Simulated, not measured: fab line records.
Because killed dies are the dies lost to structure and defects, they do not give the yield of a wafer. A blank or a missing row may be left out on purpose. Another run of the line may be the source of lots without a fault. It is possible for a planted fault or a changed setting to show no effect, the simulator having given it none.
The tool behind it: which one? ; flow sky130 ; Sampling: 24 lots, 72 wafers, 3 of 708 route steps

## WHAT THE GAUGES SHOWED, per wafer
SKY_FIELD_ISO_BOW_MEAS_00. Usual: INCOMING_BOW gives 1 um (standard deviation 6.5).
lot;measured;on;INCOMING_BOW (um);flag
L074;day 1 10:00;film metro-03;0 -2 2;
L075;day 1 15:00;film metro-04;14 -2 -7;
L076;day 1 20:01;film metro-03;6 7 7;
L077;day 2 01:00;film metro-04;-10 -8 -3;
L078;day 2 06:00;film metro-04;10 3 -5;
L079;day 2 11:01;film metro-03;5 1 -1;
L080;day 2 16:01;film metro-02;0 5 -6;
L081;day 2 21:00;film metro-04;-2 -2 -3;
L082;day 3 02:01;film metro-02;-6 -7 15;
L083;day 3 07:00;film metro-03;4 -5 -3;
L084;day 3 12:02;film metro-04;4 -3 2;
L085;day 3 17:00;film metro-03;-2 0 6;
L086;day 3 22:02;film metro-04;3 -6 -3;
L087;day 4 03:01;film metro-02;-9 12 2;
L088;day 4 08:01;film metro-03;-14 -2 15;
L089;day 4 13:01;film metro-03;-5 9 0;
L090;day 4 18:01;film metro-04;0 1 -2;
L091;day 4 23:00;film metro-04;2 2 4;
L092;day 5 04:00;film metro-02;1 -1 1;
L093;day 5 09:02;film metro-04;0 12 12;
L094;day 5 14:00;film metro-03;7 10 12;
L095;day 5 19:00;film metro-04;5 2 -1;
L096;day 6 00:02;film metro-02;-12 -2 0;
L097;day 6 05:01;film metro-03;-6 9 21;

SKY_FIELD_ISO_THK_MEAS_04. Usual: FIELD_ISO_CVD_03_THK gives 165.1 nm (standard deviation 1.9).
lot;measured;on;FIELD_ISO_CVD_03_THK (nm);flag
L074;day 1 19:23;film metro-03;166.2 165.6 165.0;
L075;day 1 19:23;film metro-04;162.6 163.9 163.0;
L076;day 2 06:59;film metro-03;163.4 162.7 163.5;
L077;day 2 06:58;film metro-04;165.4 167.1 165.4;
L078;day 2 11:23;film metro-02;163.7 163.5 162.8;
L079;day 2 15:26;film metro-02;165.9 165.6 165.6;
L080;day 2 20:52;film metro-02;162.6 164.6 164.7;
L081;day 3 00:29;film metro-02;167.4 169.6 169.3;
L082;day 3 05:29;film metro-03;164.1 163.2 164.0;
L083;day 3 14:07;film metro-03;163.9 164.8 163.4;
L084;day 3 18:29;film metro-02;164.6 165.0 163.6;
L085;day 3 20:29;film metro-03;164.8 166.9 166.0;
L086;day 4 02:23;film metro-04;164.5 165.7 165.3;
L087;day 4 09:49;film metro-02;162.0 164.1 163.8;
L088;day 4 11:42;film metro-04;162.6 163.1 165.2;
L089;day 4 19:13;film metro-03;163.4 165.9 163.5;
L090;day 5 00:37;film metro-02;161.6 164.0 163.5;
L091;day 5 04:00;film metro-03;164.7 162.5 165.8;
L092;day 5 09:15;film metro-02;164.1 163.7 163.9;
L093;day 5 12:30;film metro-03;168.3 167.4 166.2;
L094;day 5 18:11;film metro-04;166.8 167.0 166.6;
L095;day 5 22:55;film metro-04;168.4 169.0 169.6;
L096;day 6 06:14;film metro-04;167.4 167.3 168.5;
L097;day 6 09:58;film metro-04;165.4 165.5 164.6;

SKY_LOCAL_INTERCONNECT_OVL_MEAS_12. Usual: LOCAL_INTERCONNECT_OVL gives -2 nm (standard deviation 5.3).
lot;measured;on;LOCAL_INTERCONNECT_OVL (nm);flag
L074;day 30 07:59;overlay-02;-2 -1 -4;
L075;day 30 06:02;overlay-02;-7 7 2;
L076;day 30 19:13;overlay-01;-3 -8 -1;
L077;day 31 01:11;overlay-02;-1 -4 3;
L078;day 31 16:11;overlay-01;3 -3 1;
L079;day 32 00:04;overlay-02;5 1 4;
L080;day 32 04:51;overlay-01;2 -2 5;
L081;day 32 14:16;overlay-02;0 -3 -7;
L082;day 32 18:36;overlay-02;1 -7 -10;
L083;day 33 05:05;overlay-02;0 2 0;
L084;day 33 16:35;overlay-02;-7 -9 -1;
L085;day 34 00:23;overlay-01;-4 -4 -10;
L086;day 34 02:56;overlay-02;-4 -6 -7;
L087;day 34 13:48;overlay-01;-3 2 -4;
L088;day 34 20:47;overlay-02;-3 -6 -1;
L089;day 34 21:18;overlay-02;0 4 4;
L090;day 35 09:20;overlay-01;-10 -11 -9;
L091;day 35 15:26;overlay-02;1 2 3;
L092;day 35 18:29;overlay-02;-11 -12 -6;
L093;day 35 22:44;overlay-02;-10 2 -1;
L094;day 36 22:01;overlay-02;-6 5 -6;
L095;day 37 08:50;overlay-01;6 4 4;
L096;day 38 02:44;overlay-01;4 -1 3;
L097;day 37 17:08;overlay-02;0 -4 0;

## TOOL THAT RAN EACH LOT (tool first, then ch and the chambers of the sampled wafers, then the start)
Before these readings, the record contains no process step.

## AS READ BY THE TOOLS THEMSELVES (means over the sampled wafers that have a number; for cases with no such wafer, the mark the record gives instead)
The record holds no such reading with a usual standard deviation.

## THE ANSWER, worked out from the rows above alone
Rule: lot off if the mean of its wafers having a number is beyond 3 standard deviations from the usual mean. Also off: a lot with no number at a reading for which 4 or more lots have one. The other lots that the step has rows for count as sound. After the gauges, taken in route order, come the tools' own readings; for these a lot's mean is taken, as printed above. At the first step where some lot is off, the reading lying furthest off is the one used; lots without a number count as furthest.
No lot is off on any of the readings shown, so nothing can be concluded from this.

## WHAT THE SIMULATOR HAD INSERTED
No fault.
